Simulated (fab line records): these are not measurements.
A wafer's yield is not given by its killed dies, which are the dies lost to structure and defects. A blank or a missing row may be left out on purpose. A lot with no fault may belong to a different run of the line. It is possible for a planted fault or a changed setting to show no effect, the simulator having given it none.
Which of the tools did it? ; flow gf180mcu ; 14 lots, 42 wafers sampled, at 3 steps of a route of 602

WHAT EACH GAUGE READ, for each wafer
GF_NSD_CD_MEAS_07: target cd 400 nm. Usual: 400.0 nm for cd_nm, sd 2.4.
lot;measured;on;cd_nm (nm);flag
L304;day 13 18:49;cd_sem-01;398.6 394.9 396.9;
L306;day 14 04:32;cd_sem-02;401.2 399.7 398.8;
L305;day 14 06:23;cd_sem-01;397.1 398.6 397.4;
L312;day 16 15:04;cd_sem-01;399.6 399.7 400.2;
L313;day 16 18:39;cd_sem-02;399.0 397.0 397.3;
L315;day 17 15:49;cd_sem-01;403.8 406.3 406.5;
L318;day 18 18:49;cd_sem-02;395.3 397.8 396.9;
L320;day 19 11:07;cd_sem-01;399.4 400.5 399.7;
L319;day 19 13:06;cd_sem-01;405.1 402.9 405.0;
L321;day 20 01:05;cd_sem-01;403.5 401.7 401.9;
L322;day 20 07:22;cd_sem-02;398.5 399.9 402.7;
L324;day 20 11:57;cd_sem-02;396.3 395.7 396.4;
L323;day 20 15:48;cd_sem-01;401.7 401.1 402.2;
L326;day 21 12:25;cd_sem-02;401.4 399.3 395.6;

GF_CONTACT_THK_MEAS_01. Usual: for CONTACT_CVD_00_THK the level is 306 nm and the standard deviation is 3.4.
lot;measured;on;CONTACT_CVD_00_THK (nm);flag
L304;day 15 16:11;film_metro-01;306 301 302;
L306;day 16 00:24;film_metro-04;307 301 306;
L305;day 16 03:36;film_metro-01;304 303 306;
L312;day 18 15:51;film_metro-02;306 305 302;
L313;day 18 20:10;film_metro-04;304 303 303;
L315;day 19 17:17;film_metro-02;304 306 308;
L318;day 20 21:50;film_metro-04;305 307 306;
L320;day 21 13:12;film_metro-01;306 302 307;
L319;day 21 15:37;film_metro-02;306 310 303;
L321;day 22 01:59;film_metro-02;303 302 303;
L322;day 22 09:46;film_metro-04;307 307 309;
L324;day 22 13:37;film_metro-01;313 313 315;
L323;day 22 17:07;film_metro-01;302 307 308;
L326;day 23 13:14;film_metro-01;304 309 299;

TOOL THAT RAN EACH LOT (tool first, then ch and the chambers of the sampled wafers, then the start)
lot;GF_SALICIDE_RTA_06
L304;rtp_anneal-02 ch 0, day 15 15:51
L306;rtp_anneal-02 ch 0, day 16 00:04
L305;rtp_anneal-01 ch 0, day 16 03:10
L312;rtp_anneal-01 ch 0, day 18 15:32
L313;rtp_anneal-02 ch 0, day 18 19:49
L315;rtp_anneal-02 ch 0, day 19 16:56
L318;rtp_anneal-01 ch 0, day 20 21:30
L320;rtp_anneal-01 ch 0, day 21 12:52
L319;rtp_anneal-01 ch 0, day 21 15:17
L321;rtp_anneal-01 ch 0, day 22 01:39
L322;rtp_anneal-01 ch 0, day 22 09:26
L324;rtp_anneal-01 ch 0, day 22 13:17
L323;rtp_anneal-01 ch 0, day 22 16:46
L326;rtp_anneal-01 ch 0, day 23 12:55
- GF_SALICIDE_RTA_06: time 30 s.

WHAT THE TOOLS THEMSELVES READ (means of the sampled wafers that have a number; where no wafer has one, the mark that the record gives instead)
GF_SALICIDE_RTA_06. Usual: lamp_power_pct 6.43 %, standard deviation 0.23; wafer_temp_C_max 532.9, standard deviation 1.1.
lot;tool;lamp_power_pct (%);wafer_temp_C_max;flag
L304;rtp_anneal-02;6.74;534.4;
L306;rtp_anneal-02;6.73;533.8;
L305;rtp_anneal-01;6.25;532.4;
L312;rtp_anneal-01;6.26;532.4;
L313;rtp_anneal-02;5.17;534.9;OFF
L315;rtp_anneal-02;5.17;534.2;OFF
L318;rtp_anneal-01;6.25;532.3;
L320;rtp_anneal-01;6.25;532.0;
L319;rtp_anneal-01;6.25;532.0;
L321;rtp_anneal-01;6.25;531.9;
L322;rtp_anneal-01;6.26;531.8;
L324;rtp_anneal-01;6.25;532.2;
L323;rtp_anneal-01;6.25;532.0;
L326;rtp_anneal-01;6.24;531.9;

THE ANSWER, worked out from the rows above alone
Rule: take the mean of a lot's wafers that have a number; if it is more than 3 standard deviations from the usual mean, the lot is off. Also off: a lot with no number at a reading for which 4 or more lots have one. Where the step has rows for the other lots, those lots are counted as sound. Order of review: gauges by route order, followed by the tools' own readings, for which a lot's mean as printed above is used. The first step at which some lot is off is used, and at that step the reading that is off furthest; a lot without a number counts as furthest.
Off, at GF_SALICIDE_RTA_06 on lamp_power_pct: L313, L315.
A tool fits if, at that step or a process step before it, it ran every lot that is off, and no sound lot after the first of them. One fits: GF_SALICIDE_RTA_06 on rtp_anneal-02. Its last sound lot is L306 (day 16 00:04), its first lot that is off L313 (day 18 19:49): a fault that began between those two fits.
On the lots that are off, the tool's own readings at GF_SALICIDE_RTA_06 differ by more than 5 times the standard deviation of the sound lots' means, which bears it out; lamp_power_pct reads 5.17 % there versus 6.33 % on the sound lots.

WHAT WAS PUT IN BY THE SIMULATOR
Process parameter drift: rtp_anneal-02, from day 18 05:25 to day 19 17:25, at GF_SALICIDE_RTA_06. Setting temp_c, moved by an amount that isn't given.
Lots struck among those shown: L313, L315. The same result came from the rule above.
